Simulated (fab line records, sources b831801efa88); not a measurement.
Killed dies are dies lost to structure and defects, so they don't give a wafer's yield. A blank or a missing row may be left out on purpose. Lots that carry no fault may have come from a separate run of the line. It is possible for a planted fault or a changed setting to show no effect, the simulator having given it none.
fab line records ; flow sky130
[record] lots = 6; wafers = 18; lastDay = 49
route steps=708 shown NWELL@34 DNWELL@35 PWDE@45 PAD_OPEN@708
lots untouched by any fault: they come from a run of this same line in which no faults occurred
startH: the number of hours between the record's first day and the start of the first shown wafer of the lot ; waitH: how many hours have passed since the lot's step before this one ; " as in the row above ; L1.1+2: several wafers, shown together as one row ; - no value, or no start given ; * or withheld: withheld ; < > ~ a bound
route shown NAME@n: NAME is a module with steps in the file, n the number in the route of the first one ; usual: mean and standard deviation over wafers with no fault ; same: alike in all rows ; chamber/n: place in a boat ; sites: per-site readings ; _std_site: the standard deviation of these ; _edge_site: outer sites' mean less inner sites' ; radiusMm: for every site, how far away it sits from the centre of the wafer ; mask NAME#n: copy n ; behind: tool/chamber where the wafer was last shaped ; hold: the reason the lot was held/the length of the hold in hours/how it ended ; device: whichever transistor did not switch (one of n, p or np) ; end of line: the same wafers' tests at the end of the route ; a step given without rows: its recipe and nothing more ; killed: at the first sort, the dies lost to defects and structure; wafer yield is something else ; map: dies across one wafer; x = killed, . = not, _ = none there
set.NAME: the setting the step ran with; set.NAME@STEP: the setting that earlier step ran with ; model.NAME: the simulator's own value behind a step, which no gauge read
lots seen at some steps along the route; tables by step, rows by wafer
services: the hour from which a tool's chamber was out of use, counted from the record's first day as startH (under 0 if before that day), plus the number of hours and why
[[steps]]
[step SKY_NWELL_THK_MEAS_02]
[recipe] reads = SiO2_of_NWELL_OXIDATION_01
[usual] NWELL_OXIDATION_THK = 10.05/0.19
lot.wafer;tool;chamber;startH;waitH;NWELL_OXIDATION_THK[nm]
L925.1;filmMetro-04;-;47.33;0.0;9.74
L925.2;filmMetro-04;-;47.33;0.0;10.09
L925.6;filmMetro-04;-;47.33;0.0;10.07
L934.4;filmMetro-04;-;92.34;0.0;10.39
L934.5;filmMetro-04;-;92.34;0.0;10.32
L934.6;filmMetro-04;-;92.34;0.0;10.36
L935.3;filmMetro-03;-;93.73;0.0;10.25
L935.4;filmMetro-03;-;93.73;0.0;10.02
L935.5;filmMetro-03;-;93.73;0.0;10.24
L937.2;filmMetro-02;-;109.04;0.0;9.85
L937.3;filmMetro-02;-;109.04;0.0;9.90
L937.4;filmMetro-02;-;109.04;0.0;9.83
L939.2;filmMetro-02;-;113.34;0.0;10.29
L939.4;filmMetro-02;-;113.34;0.0;10.08
L939.5;filmMetro-02;-;113.34;0.0;10.09
L942.1;filmMetro-02;-;143.92;0.0;10.27
L942.2;filmMetro-02;-;143.92;0.0;10.25
L942.5;filmMetro-02;-;143.92;0.0;10.16
[step SKY_DNWELL_DEHYDRATE_00]
[recipe] tempC = 200; timeS = 60
[step SKY_DNWELL_HMDS_01]
[recipe] primeTimeS = 60; primeTempC = 120
[step SKY_DNWELL_COAT_02]
[recipe] spinRpm = 2000; resistThkNm = 3000
[step SKY_DNWELL_SOFTBAKE_03]
[recipe] tempC = 110; timeS = withheld
[step SKY_DNWELL_EXPOSE_04]
[recipe] maskId = DNM; na = 0.57; targetCdNm = 3000; doseMj = 222
[step SKY_DNWELL_PEB_05]
[recipe] tempC = 115; timeS = withheld
[step SKY_DNWELL_DEVELOP_06]
[recipe] wallAngleDeg = 90; developer = TMAH; developTimeS = 60; devTempC = 23
[step SKY_DNWELL_IMPLANT_07]
[recipe] species = P; energyKev = withheld; doseCm2 = withheld; tiltDeg = withheld
[step SKY_DNWELL_STRIP_08]
[recipe] chemistry = O2/N2; powerW = 1400; pressureMtorr = 1500; platenTempC = withheld; o2FlowSccm = 3000; n2FlowSccm = 300; overashFraction = 0.5
[usual] drypumpMotorCurrentA = 5.7/0.32; oesProductAu = 0.722/0.0046; stripTimeToEndpointS = 36.94/0.11
lot.wafer;tool;chamber;startH;waitH;drypumpMotorCurrentA;oesProductAu;rfHoursCounterH;stripTimeToEndpointS
L925.1;plasmaAsher-03;1;61.69;0.1;5.8;0.722;25;36.78
L925.2;plasmaAsher-03;0;61.69;0.1;6.2;0.713;25;36.79
L925.6;plasmaAsher-03;1;61.69;0.1;5.8;0.720;-;36.90
L934.4;plasmaAsher-02;0;109.81;0.1;5.2;0.732;-;36.78
L934.5;plasmaAsher-02;1;109.81;0.1;5.9;0.723;-;37.06
L934.6;plasmaAsher-02;0;109.81;0.1;5.1;0.719;-;36.86
L935.3;plasmaAsher-01;0;111.38;0.1;5.6;0.726;-;36.84
L935.4;plasmaAsher-01;1;111.38;0.1;5.8;0.725;-;36.75
L935.5;plasmaAsher-01;1;111.38;0.1;5.8;0.731;-;36.84
L937.2;plasmaAsher-01;1;126.99;0.1;5.8;0.722;43;36.89
L937.3;plasmaAsher-01;1;126.99;0.1;5.9;0.717;-;36.99
L937.4;plasmaAsher-01;0;126.99;0.1;5.6;0.725;-;36.95
L939.2;plasmaAsher-03;0;131.38;0.1;6.2;0.720;32;36.74
L939.4;plasmaAsher-03;0;131.38;0.1;6.3;0.716;-;36.83
L939.5;plasmaAsher-03;0;131.38;0.1;6.2;0.730;-;36.81
L942.1;plasmaAsher-01;1;163.48;0.1;5.9;0.718;47;36.93
L942.2;plasmaAsher-01;0;163.48;0.1;5.6;0.719;47;37.01
L942.5;plasmaAsher-01;1;163.48;0.1;5.9;0.722;-;37.09
[step SKY_DNWELL_TW_MEAS_09]
[usual] DNWELL_TW = 1122/7.7
lot.wafer;tool;chamber;startH;waitH;DNWELL_TW
L925.1;filmMetro-04;-;61.79;0.1;1128
L925.2;filmMetro-04;-;61.79;0.1;1131
L925.6;filmMetro-04;-;61.79;0.1;1135
L934.4;filmMetro-04;-;109.91;0.1;1126
L934.5;filmMetro-04;-;109.91;0.1;1124
L934.6;filmMetro-04;-;109.91;0.1;1121
L935.3;filmMetro-04;-;111.46;0.1;1122
L935.4;filmMetro-04;-;111.46;0.1;1120
L935.5;filmMetro-04;-;111.46;0.1;1120
L937.2;filmMetro-03;-;127.10;0.1;1127
L937.3;filmMetro-03;-;127.10;0.1;1127
L937.4;filmMetro-03;-;127.10;0.1;1125
L939.2;filmMetro-04;-;131.49;0.1;1129
L939.4;filmMetro-04;-;131.49;0.1;1133
L939.5;filmMetro-04;-;131.49;0.1;1128
L942.1;filmMetro-02;-;163.58;0.1;1111
L942.2;filmMetro-02;-;163.58;0.1;1118
L942.5;filmMetro-02;-;163.58;0.1;1113
[step SKY_PWDE_DEHYDRATE_00]
[recipe] tempC = 200; timeS = 60
[step SKY_PWDE_HMDS_01]
[recipe] primeTimeS = 60; primeTempC = 120
[usual] primeTempC = 120.02/0.13
lot.wafer;tool;chamber;startH;waitH;primeTempC
L925.1;lithoTrack-03;0;68.30;0.1;119.96
L925.2;lithoTrack-03;0;68.30;0.1;119.81
L925.6;lithoTrack-03;0;68.30;0.1;119.85
L934.4;lithoTrack-03;0;118.07;0.1;124.17
L934.5;lithoTrack-03;0;118.07;0.1;124.10
L934.6;lithoTrack-03;0;118.07;0.1;123.89
L935.3;lithoTrack-03;0;119.35;0.1;123.98
L935.4;lithoTrack-03;0;119.35;0.1;124.01
L935.5;lithoTrack-03;0;119.35;0.1;123.90
L937.2;lithoTrack-02;0;135.86;0.1;119.84
L937.3;lithoTrack-02;0;135.86;0.1;119.99
L937.4;lithoTrack-02;0;135.86;0.1;120.11
L939.2;lithoTrack-04;0;139.67;0.1;119.90
L939.4;lithoTrack-04;0;139.67;0.1;120.03
L939.5;lithoTrack-04;0;139.67;0.1;120.06
L942.1;lithoTrack-04;0;172.84;0.1;119.84
L942.2;lithoTrack-04;0;172.84;0.1;119.98
L942.5;lithoTrack-04;0;172.84;0.1;120.00
[step SKY_PWDE_COAT_02]
[recipe] spinRpm = 2000; resistThkNm = 3000
[step SKY_PAD_OPEN_PROBE_99]
[usual] killed_at_M0_to_M3 = 43/7.4; killed_at_M4_up = 3.1/1.8; killedAtContacts = 26/5.6; killedAtFrontEnd = 15/4.9; killedAtOther = 0.2/0.44; killedDies = 87/10; killedOpen = 48/7.6; killedShort = 39/6.2
[same] grossDies = 492; killedAtBackSide = 0
lot.wafer;tool;chamber;startH;waitH;killed_at_M0_to_M3;killed_at_M4_up;killedAtContacts;killedAtFrontEnd;killedAtOther;killedDies;killedOpen;killedShort
L934.4;prober-01;-;1139.31;0.2;31;4;25;15;0;75;39;35
L934.5;prober-01;-;1139.36;0.2;53;2;22;13;0;90;46;44
L934.6;prober-01;-;1139.41;0.2;31;2;28;8;0;69;43;26
L935.3;prober-02;-;1141.57;0.2;58;3;32;14;1;108;57;49
L935.4;prober-02;-;1141.62;0.2;46;5;33;18;0;102;49;53
L935.5;prober-02;-;1141.67;0.2;48;5;32;13;0;98;44;53
L937.2;prober-02;-;1153.12;0.1;34;2;34;15;0;85;49;36
L937.3;prober-02;-;1153.17;0.2;26;3;18;13;0;60;32;28
L937.4;prober-02;-;1153.22;0.2;40;1;21;21;0;83;45;38
L939.2;prober-02;-;1161.02;0.1;33;2;34;12;0;81;44;37
L939.4;prober-02;-;1161.12;0.2;45;3;23;14;0;85;50;35
L939.5;prober-02;-;1161.17;0.2;45;1;26;25;1;98;55;41
// killed by level:class
L934.4 CONTACT:geometricParticle:open=11 METAL1:geometricParticle:short=6 POLY_GATE:geometricParticle:short=4 CONTACT:geometricParticle:short=4 METAL2:geometricParticle:short=4 VIA2:geometricParticle:open=4 VIA3:geometricParticle:open=4 POLY_GATE:geometricParticle:open=3
L934.5 METAL2:geometricParticle:short=11 VIA1:geometricParticle:open=9 CONTACT:geometricParticle:open=8 VIA3:geometricParticle:open=7 LI_CONTACT:geometricParticle:open=5 METAL1:geometricParticle:short=5 VIA2:geometricParticle:open=5 METAL3:geometricParticle:short=5
L934.6 CONTACT:geometricParticle:open=12 LI_CONTACT:geometricParticle:open=10 VIA1:geometricParticle:open=8 VIA2:geometricParticle:open=7 METAL1:geometricParticle:short=5 CONTACT:geometricParticle:short=4 METAL2:geometricParticle:short=3 VIA2:geometricParticle:short=3
L935.3 VIA1:geometricParticle:open=12 LI_CONTACT:geometricParticle:open=10 VIA3:geometricParticle:open=9 VIA1:geometricParticle:short=8 VIA2:geometricParticle:open=8 METAL1:geometricParticle:short=7 CONTACT:geometricParticle:open=6 CONTACT:geometricParticle:short=6
L935.4 CONTACT:geometricParticle:open=11 VIA1:geometricParticle:open=11 LOCAL_INTERCONNECT:geometricParticle:short=7 VIA2:geometricParticle:open=7 POLY_GATE:geometricParticle:short=6 METAL2:geometricParticle:short=6 METAL1:geometricParticle:short=5 CONTACT:geometricParticle:short=5
L935.5 LOCAL_INTERCONNECT:geometricParticle:short=11 VIA1:geometricParticle:open=10 VIA3:geometricParticle:short=7 VIA3:geometricParticle:open=6 LI_CONTACT:geometricParticle:open=6 METAL1:geometricParticle:short=5 CONTACT:geometricParticle:short=5 CONTACT:geometricParticle:open=5
L937.2 CONTACT:geometricParticle:open=14 VIA1:geometricParticle:open=10 FIELD_ISO:geometricParticle:open=7 CONTACT:geometricParticle:short=7 METAL2:geometricParticle:short=7 LI_CONTACT:geometricParticle:open=6 LOCAL_INTERCONNECT:geometricParticle:short=5 FIELD_ISO:geometricParticle:short=4
L937.3 CONTACT:geometricParticle:open=9 VIA1:geometricParticle:open=7 VIA1:geometricParticle:short=4 FIELD_ISO:geometricParticle:short=3 POLY_GATE:geometricParticle:open=3 SPACER:geometricParticle:open=3 CONTACT:geometricParticle:short=3 VIA2:geometricParticle:open=3
L937.4 CONTACT:geometricParticle:open=8 VIA2:geometricParticle:open=7 LI_CONTACT:geometricParticle:open=6 FIELD_ISO:geometricParticle:open=5 METAL1:geometricParticle:short=5 VIA1:geometricParticle:open=5 METAL2:geometricParticle:short=5 METAL3:geometricParticle:short=5
L939.2 VIA1:geometricParticle:open=9 LOCAL_INTERCONNECT:geometricParticle:short=8 LI_CONTACT:geometricParticle:open=7 VIA3:geometricParticle:open=7 CONTACT:geometricParticle:open=7 POLY_GATE:geometricParticle:short=5 LI_CONTACT:geometricParticle:short=5 VIA1:geometricParticle:short=5
L939.4 VIA1:geometricParticle:open=14 CONTACT:geometricParticle:open=11 VIA2:geometricParticle:open=9 FIELD_ISO:geometricParticle:short=5 LI_CONTACT:geometricParticle:open=4 VIA1:geometricParticle:short=4 CONTACT:geometricParticle:short=4 METAL3:geometricParticle:short=4
L939.5 VIA1:geometricParticle:open=17 POLY_GATE:geometricParticle:short=8 CONTACT:geometricParticle:short=8 VIA3:geometricParticle:open=8 CONTACT:geometricParticle:open=6 POLY_GATE:geometricParticle:open=6 LI_CONTACT:geometricParticle:open=6 FIELD_ISO:geometricParticle:open=4
[[services]]
tool;chamber;startH;hours;kind
plasmaAsher-02;-;73.61;7.6;pm
plasmaAsher-02;-;87.62;2.6;repair
plasmaAsher-03;-;120.57;0.9;repair
[[key]]
[firstSign] step = SKY_PWDE_HMDS_01; reading = primeTempC; direction = up; sigmas = 30; usual = *; struck = *
effect none on later readings
metAt SKY_PWDE_HMDS_01
struckWafers L934.4,L934.5,L934.6,L935.3,L935.4,L935.5
testerLeftOut L934,L935
onsetBetween 68.30 118.07
[fault] kind = processParameterDrift; tool = lithoTrack-03; chamber = -; onsetH = 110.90; steps = SKY_PWDE_HMDS_01; channel = primeTempC; offset = *; shape = step; endH = 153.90; actsIn = *; stated = *
// testerLeftOut: of these lots the tester's yield and bins aren't shown, on N5 and GAA mostly nor the transistor test; their killed dies are dies lost to structure and defects alone, not to doping, threshold or leakage, so they don't give the yield
